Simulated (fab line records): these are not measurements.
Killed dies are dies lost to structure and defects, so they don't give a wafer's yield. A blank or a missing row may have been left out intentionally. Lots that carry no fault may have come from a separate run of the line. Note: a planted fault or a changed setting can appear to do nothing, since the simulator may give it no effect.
Which tool was responsible? || flow gf180mcu || Sampling: 14 lots, 41 wafers, 4 of 602 route steps

## WHAT THE GAUGES SHOWED, per wafer
GF_VT_IMPLANT_RS_MEAS_48: a four-point-probe measurement. Usual: LVPWELL_RS 1195.6 ohm/sq, standard deviation 2.9.
{"lot": "L734", "measured": "day 7 13:49", "on": "film_metro-02", "LVPWELL_RS (ohm/sq)": "1195.6 1197.8 1196.8", "flag": ""}
{"lot": "L735", "measured": "day 7 20:20", "on": "film_metro-01", "LVPWELL_RS (ohm/sq)": "1196.6 1196.6 1198.8", "flag": ""}
{"lot": "L736", "measured": "day 8 03:34", "on": "film_metro-02", "LVPWELL_RS (ohm/sq)": "1202.3 1198.5 1198.8", "flag": ""}
{"lot": "L737", "measured": "day 8 09:52", "on": "film_metro-04", "LVPWELL_RS (ohm/sq)": "1192.2 1194.8 1194.2", "flag": ""}
{"lot": "L738", "measured": "day 8 15:08", "on": "film_metro-01", "LVPWELL_RS (ohm/sq)": "1195.9 1197.8 1197.0", "flag": ""}
{"lot": "L739", "measured": "day 8 22:13", "on": "film_metro-02", "LVPWELL_RS (ohm/sq)": "1198.3 1202.6 1194.7", "flag": ""}
{"lot": "L740", "measured": "day 9 04:31", "on": "film_metro-02", "LVPWELL_RS (ohm/sq)": "1196.2 1196.6 1195.4", "flag": ""}
{"lot": "L741", "measured": "day 9 11:01", "on": "film_metro-02", "LVPWELL_RS (ohm/sq)": "1193.3 1195.0 1190.6", "flag": ""}
{"lot": "L744", "measured": "day 10 06:55", "on": "film_metro-02", "LVPWELL_RS (ohm/sq)": "1190.4 1193.0 1187.6", "flag": ""}
{"lot": "L751", "measured": "day 12 07:59", "on": "film_metro-01", "LVPWELL_RS (ohm/sq)": "1195.8 1196.2 1197.1", "flag": ""}
{"lot": "L752", "measured": "day 12 12:56", "on": "film_metro-04", "LVPWELL_RS (ohm/sq)": "1192.8 1192.7 1190.7", "flag": ""}
{"lot": "L754", "measured": "day 13 00:16", "on": "film_metro-04", "LVPWELL_RS (ohm/sq)": "1196.8 1194.1 1196.6", "flag": ""}
{"lot": "L756", "measured": "day 13 13:05", "on": "film_metro-01", "LVPWELL_RS (ohm/sq)": "1193.9 1193.3", "flag": ""}
{"lot": "L757", "measured": "day 13 16:39", "on": "film_metro-04", "LVPWELL_RS (ohm/sq)": "1191.2 1192.7 1193.9", "flag": ""}

GF_POLY_GATE_CD_MEAS_18. Usual: cd_nm at 279.1 nm, with a standard deviation of 1.8.
{"lot": "L734", "measured": "day 9 15:18", "on": "cd_sem-02", "cd_nm (nm)": "279.9 278.3 280.0", "flag": ""}
{"lot": "L735", "measured": "day 10 00:55", "on": "cd_sem-02", "cd_nm (nm)": "277.8 275.9 279.0", "flag": ""}
{"lot": "L736", "measured": "day 10 10:34", "on": "cd_sem-02", "cd_nm (nm)": "281.6 279.2 280.2", "flag": ""}
{"lot": "L737", "measured": "day 10 20:24", "on": "cd_sem-02", "cd_nm (nm)": "275.8 275.5 278.3", "flag": ""}
{"lot": "L738", "measured": "day 10 20:24", "on": "cd_sem-01", "cd_nm (nm)": "278.4 280.3 277.6", "flag": ""}
{"lot": "L739", "measured": "day 11 00:56", "on": "cd_sem-02", "cd_nm (nm)": "280.0 279.2 281.6", "flag": ""}
{"lot": "L740", "measured": "day 11 08:58", "on": "cd_sem-01", "cd_nm (nm)": "278.8 280.8 279.7", "flag": ""}
{"lot": "L741", "measured": "day 11 15:32", "on": "cd_sem-01", "cd_nm (nm)": "278.3 278.1 280.1", "flag": ""}
{"lot": "L744", "measured": "day 12 06:50", "on": "cd_sem-01", "cd_nm (nm)": "280.9 279.1 279.4", "flag": ""}
{"lot": "L751", "measured": "day 14 10:52", "on": "cd_sem-02", "cd_nm (nm)": "279.1 280.6 280.7", "flag": ""}
{"lot": "L752", "measured": "day 14 12:08", "on": "cd_sem-02", "cd_nm (nm)": "280.7 278.6 279.1", "flag": ""}
{"lot": "L754", "measured": "day 15 08:11", "on": "cd_sem-01", "cd_nm (nm)": "279.7 281.8 278.3", "flag": ""}
{"lot": "L756", "measured": "day 15 14:51", "on": "cd_sem-01", "cd_nm (nm)": "280.8 280.9", "flag": ""}
{"lot": "L757", "measured": "day 15 17:59", "on": "cd_sem-01", "cd_nm (nm)": "277.9 276.1 279.4", "flag": ""}

GF_HV_LDD_CD_MEAS_19: target cd 400 nm. Usual: cd_nm at 400.2 nm, with a standard deviation of 2.5.
{"lot": "L734", "measured": "day 11 00:26", "on": "cd_sem-01", "cd_nm (nm)": "399.2 398.1 398.5", "flag": ""}
{"lot": "L735", "measured": "day 11 12:02", "on": "cd_sem-01", "cd_nm (nm)": "398.8 398.9 399.1", "flag": ""}
{"lot": "L736", "measured": "day 11 22:17", "on": "cd_sem-02", "cd_nm (nm)": "402.0 403.0 403.5", "flag": ""}
{"lot": "L737", "measured": "day 12 08:59", "on": "cd_sem-02", "cd_nm (nm)": "403.8 406.1 403.2", "flag": ""}
{"lot": "L738", "measured": "day 12 09:23", "on": "cd_sem-02", "cd_nm (nm)": "396.7 397.6 397.4", "flag": ""}
{"lot": "L739", "measured": "day 12 14:02", "on": "cd_sem-02", "cd_nm (nm)": "397.8 397.2 399.3", "flag": ""}
{"lot": "L740", "measured": "day 12 21:38", "on": "cd_sem-01", "cd_nm (nm)": "400.8 399.8 399.8", "flag": ""}
{"lot": "L741", "measured": "day 13 05:41", "on": "cd_sem-01", "cd_nm (nm)": "400.4 401.0 401.6", "flag": ""}
{"lot": "L744", "measured": "day 13 21:47", "on": "cd_sem-02", "cd_nm (nm)": "396.0 397.6 399.7", "flag": ""}
{"lot": "L751", "measured": "day 16 06:11", "on": "cd_sem-01", "cd_nm (nm)": "274.7 274.7 271.0", "flag": "OFF"}
{"lot": "L752", "measured": "day 16 08:27", "on": "cd_sem-01", "cd_nm (nm)": "274.1 273.1 273.7", "flag": "OFF"}
{"lot": "L754", "measured": "day 17 03:32", "on": "cd_sem-02", "cd_nm (nm)": "399.9 400.0 402.6", "flag": ""}
{"lot": "L756", "measured": "day 17 11:53", "on": "cd_sem-02", "cd_nm (nm)": "399.4 400.7", "flag": ""}
{"lot": "L757", "measured": "day 17 14:32", "on": "cd_sem-01", "cd_nm (nm)": "401.8 402.4 402.2", "flag": ""}

## WHICH TOOL RAN EACH LOT (tool, then ch and the chambers of the sampled wafers, then the start)
{"lot": "L734", "GF_HV_LDD_DEVELOP_18": "litho_track-04 ch 0, day 11 00:17"}
{"lot": "L735", "GF_HV_LDD_DEVELOP_18": "litho_track-02 ch 0, day 11 11:53"}
{"lot": "L736", "GF_HV_LDD_DEVELOP_18": "litho_track-01 ch 0, day 11 22:08"}
{"lot": "L737", "GF_HV_LDD_DEVELOP_18": "litho_track-04 ch 0, day 12 08:50"}
{"lot": "L738", "GF_HV_LDD_DEVELOP_18": "litho_track-02 ch 0, day 12 09:14"}
{"lot": "L739", "GF_HV_LDD_DEVELOP_18": "litho_track-04 ch 0, day 12 13:53"}
{"lot": "L740", "GF_HV_LDD_DEVELOP_18": "litho_track-04 ch 0, day 12 21:29"}
{"lot": "L741", "GF_HV_LDD_DEVELOP_18": "litho_track-02 ch 0, day 13 05:32"}
{"lot": "L744", "GF_HV_LDD_DEVELOP_18": "litho_track-02 ch 0, day 13 21:38"}
{"lot": "L751", "GF_HV_LDD_DEVELOP_18": "litho_track-01 ch 0, day 16 06:02"}
{"lot": "L752", "GF_HV_LDD_DEVELOP_18": "litho_track-01 ch 0, day 16 08:19"}
{"lot": "L754", "GF_HV_LDD_DEVELOP_18": "litho_track-04 ch 0, day 17 03:23"}
{"lot": "L756", "GF_HV_LDD_DEVELOP_18": "litho_track-02 ch 0, day 17 11:44"}
{"lot": "L757", "GF_HV_LDD_DEVELOP_18": "litho_track-04 ch 0, day 17 14:25"}
- GF_HV_LDD_DEVELOP_18: develop time 60 s.

## WHAT THE TOOLS THEMSELVES READ (means of the sampled wafers that have a number; where no wafer has one, the mark that the record gives instead)
The record holds no such reading with a usual standard deviation.

## THE ANSWER, worked out from the rows above alone
Rule: a lot counts as off when the mean over its wafers that have a number is more than 3 standard deviations away from the usual mean. A lot without any number at a reading at which 4 lots or more have one is off too. All remaining lots with rows at the step are treated as sound. First the gauges in route order, then the tools' own readings, where a lot's mean is used as printed above. The first step at which some lot is off is used, and at that step the reading that is off furthest; a lot without a number counts as furthest.
Off at GF_HV_LDD_CD_MEAS_19 (cd_nm): L751, L752.
If a tool, at a process step before that reading, ran all the lots that are off and no sound lot after the first of them, it fits. The gauges at GF_HV_LDD_CD_MEAS_19 are tried like those tools. One candidate fits, namely litho_track-01 at GF_HV_LDD_DEVELOP_18. Its last sound lot is L736 (day 11 22:08), its first lot that is off L751 (day 16 06:02): a fault that began between those two fits.

## WHAT THE SIMULATOR PUT IN
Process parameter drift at GF_HV_LDD_DEVELOP_18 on litho_track-01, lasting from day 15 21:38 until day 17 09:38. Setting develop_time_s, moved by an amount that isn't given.
Shown lots that were struck: L751, L752. The rule above found the same.
